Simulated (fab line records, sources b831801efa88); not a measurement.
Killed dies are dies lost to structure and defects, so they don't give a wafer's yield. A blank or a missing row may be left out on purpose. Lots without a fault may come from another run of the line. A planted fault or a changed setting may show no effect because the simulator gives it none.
One fault seen from 2 desks | flow gf180mcu | each desk has only its own numbers; what lay behind them comes last

THE METROLOGY DESK
What the gauges read, lot by lot, whatever tool the lot ran on: means of the sampled wafers that have a number. A lot is out of limits, marked OUT, if its mean lies more than 4 standard deviations from the usual mean; the brackets give that distance.
Columns: A = CONTACT_W_RS at GF_CONTACT_RS_MEAS_25, usual 0.379 ohm/sq; B = CONTACT_W_THK at GF_CONTACT_THK_MEAS_26, usual 315 nm; C = M1_ALCU_THK at GF_M1_THK_MEAS_06, usual 450 nm
lot  | first seen here | A               | B              | C
L808 | day 16 12:28    | 0.380           | 316            | 451
L809 | day 16 21:44    | 0.380           | 308            | 453
L812 | day 17 19:13    | 0.378           | 313            | 452
L814 | day 18 10:47    | 0.379           | 320            | 449
L816 | day 19 08:53    | 0.373           | 313            | 453
L819 | day 20 08:59    | 0.378           | 316            | 452
L820 | day 20 13:27    | 0.377           | 312            | 456
L822 | day 21 08:08    | 0.377           | 320            | 450
L824 | day 21 23:02    | 0.395           | 306            | 453
L826 | day 22 14:00    | 0.421 (+10) OUT | 287 (-5.4) OUT | 453
L830 | day 23 21:29    | 0.384           | 304            | 451
L831 | day 24 06:53    | 0.381           | 318            | 457
This desk's finding: out of limits on L826; first on L826, day 22 14:00 (CONTACT_W_RS at GF_CONTACT_RS_MEAS_25). In limits: L808, L809, L812, L814, L816, L819, L820, L822, L824, L830, L831.

THE TOOL OWNER'S DESK: cvd_w-02
The tool's own readings at GF_CONTACT_CVD_24 (deposits W, target thk 300 nm, time 90.339 s): means of the sampled wafers that have a number, for each lot that ran on this tool. A lot is out of limits, marked OUT, if its mean lies more than 4 standard deviations from the usual mean; the brackets give that distance.
Columns: A = heater_power_w at GF_CONTACT_CVD_24, usual 845 W; B = susceptor_temp_C at GF_CONTACT_CVD_24, usual 399.96 C
lot  | first seen here | A   | B
L808 | day 16 12:20    | 929 | 399.75
L809 | day 16 21:38    | 872 | 400.27
L814 | day 18 10:40    | 921 | 400.01
L824 | day 21 22:56    | 920 | 397.09 (-13) OUT
L826 | day 22 13:53    | 856 | 394.32 (-26) OUT
This desk's finding: out of limits on L824, L826; first on L824, day 21 22:56 (susceptor_temp_C at GF_CONTACT_CVD_24). In limits: L808, L809, L814.

PUT TOGETHER
The tool owner's desk could have raised an alarm at day 21 22:56, on L824, L826.
The metrology desk could have raised an alarm at day 22 14:00, on L826.
The metrology desk has L824 on record, within its limits.
Of the lots named, all ran GF_CONTACT_CVD_24 on cvd_w-02.

WHAT THE SIMULATOR HAD PUT IN
Process parameter drift: cvd_w-02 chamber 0, from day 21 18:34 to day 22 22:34, at GF_CONTACT_CVD_24. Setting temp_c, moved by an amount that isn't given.
Lots struck among those shown: L824, L826.
Hours from the fault's start to each desk's first reading out of limits: the tool owner's desk, 4; the metrology desk, 19.
